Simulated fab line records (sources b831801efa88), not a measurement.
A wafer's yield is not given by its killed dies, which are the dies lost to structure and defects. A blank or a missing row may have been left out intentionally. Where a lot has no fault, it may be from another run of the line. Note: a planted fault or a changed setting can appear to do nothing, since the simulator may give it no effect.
Which tool did it?    flow sky130    13 lots with 39 wafers sampled at 3 steps, on a route of 708 steps

WHAT THE GAUGES READ, wafer by wafer
SKY_SONOS_TUNNEL_CD_MEAS_07: target cd 410 nm. Usual: cd-nm at 410.0 nm, with a standard deviation of 2.
lot   measured      on         cd-nm (nm)         flag
L614  day 12 21:17  cd-sem-02  409.1 409.2 410.7  
L613  day 12 23:24  cd-sem-02  410.5 410.3 408.8  
L615  day 13 08:17  cd-sem-01  407.0 408.9 408.0  
L616  day 13 10:05  cd-sem-01  408.6 409.7 407.7  
L617  day 13 15:02  cd-sem-01  412.8 412.2 413.7  
L621  day 15 08:01  cd-sem-02  408.0 407.7 410.8  
L622  day 15 09:22  cd-sem-02  410.8 407.6 407.8  
L624  day 16 11:44  cd-sem-01  411.5 410.5 410.9  
L625  day 16 17:14  cd-sem-01  409.8 411.1 410.1  
L627  day 17 10:25  cd-sem-02  411.6 413.0 412.1  
L632  day 18 21:55  cd-sem-01  409.8 408.5 409.2  
L633  day 19 09:20  cd-sem-01  410.9 410.7 409.4  
L634  day 19 17:46  cd-sem-02  405.4 405.6 405.7  

SKY_SONOS_ONO_THK_MEAS_03. Usual: for SONOS_ONO_CVD_02_THK the level is 10.52 nm and the standard deviation is 0.13.
lot   measured      on             SONOS_ONO_CVD_02_THK (nm)  flag
L614  day 13 01:33  film-metro-03  10.46 10.50 10.50          
L613  day 13 03:58  film-metro-02  10.67 10.44 10.53          
L615  day 13 13:26  film-metro-03  10.53 10.63 10.53          
L616  day 13 13:26  film-metro-02  10.69 10.73 10.74          
L617  day 13 19:19  film-metro-01  10.43 10.50 10.32          
L621  day 15 11:20  film-metro-03  10.42 10.42 10.46          
L622  day 15 20:08  film-metro-01  10.58 10.45 10.40          
L624  day 16 17:23  film-metro-03  10.39 10.51 10.38          
L625  day 17 00:07  film-metro-02  10.81 10.69 10.80          
L627  day 17 14:34  film-metro-03  10.47 10.36 10.36          
L632  day 19 04:09  film-metro-03  10.49 10.62 10.58          
L633  day 19 12:26  film-metro-03  10.49 10.48 10.28          
L634  day 20 09:39  film-metro-02  10.57 10.65 10.71          

SKY_GATE_OXIDE_THK_MEAS_02. Usual: for GATE_OXIDE_OXIDATION_00_THK the level is 10.19 nm and the standard deviation is 0.19.
lot   measured      on             GATE_OXIDE_OXIDATION_00_THK (nm)  flag
L614  day 14 07:15  film-metro-01  10.07 10.16 10.27                 
L613  day 14 10:19  film-metro-04  10.21 10.03 9.99                  
L615  day 14 20:23  film-metro-04  10.36 10.25 10.24                 
L616  day 14 20:23  film-metro-03  9.96 10.13 10.18                  
L617  day 15 02:12  film-metro-01  10.16 10.25 10.16                 
L621  day 16 22:59  film-metro-03  10.36 10.23 10.29                 
L622  day 17 04:53  film-metro-01  10.01 10.16 10.15                 
L624  day 18 01:55  film-metro-03  10.15 9.88 10.07                  
L625  day 18 08:17  film-metro-04  10.11 10.09 10.13                 
L627  day 19 02:43  film-metro-04  10.11 10.18 10.17                 
L632  day 20 14:30  film-metro-03  10.47 10.60 10.41                 
L633  day 20 20:52  film-metro-01  9.97 10.05 10.14                  
L634  day 21 19:28  film-metro-04  10.18 10.36 10.10                 

TOOL THAT RAN EACH LOT (tool first, then ch and the chambers of the sampled wafers, then the start)
The record holds no process step before these readings.

WHAT THE TOOLS THEMSELVES READ (means of the sampled wafers that have a number; where no wafer has one, the mark that the record gives instead)
The record holds no such reading with a usual standard deviation.

THE ANSWER, worked out from the rows above alone
Rule: a lot is off if the mean of its wafers that have a number lies more than 3 standard deviations from the usual mean. Also off: a lot with no number at a reading for which 4 or more lots have one. All remaining lots with rows at the step are treated as sound. The gauges are gone through in route order, then the tools' own readings, and for those a lot's mean is taken as printed above. The first step at which some lot is off is used, and at that step the reading that is off furthest; a lot without a number counts as furthest.
Across all readings shown, no lot is off: no conclusion can be drawn from this.

WHAT THE SIMULATOR HAD PUT IN
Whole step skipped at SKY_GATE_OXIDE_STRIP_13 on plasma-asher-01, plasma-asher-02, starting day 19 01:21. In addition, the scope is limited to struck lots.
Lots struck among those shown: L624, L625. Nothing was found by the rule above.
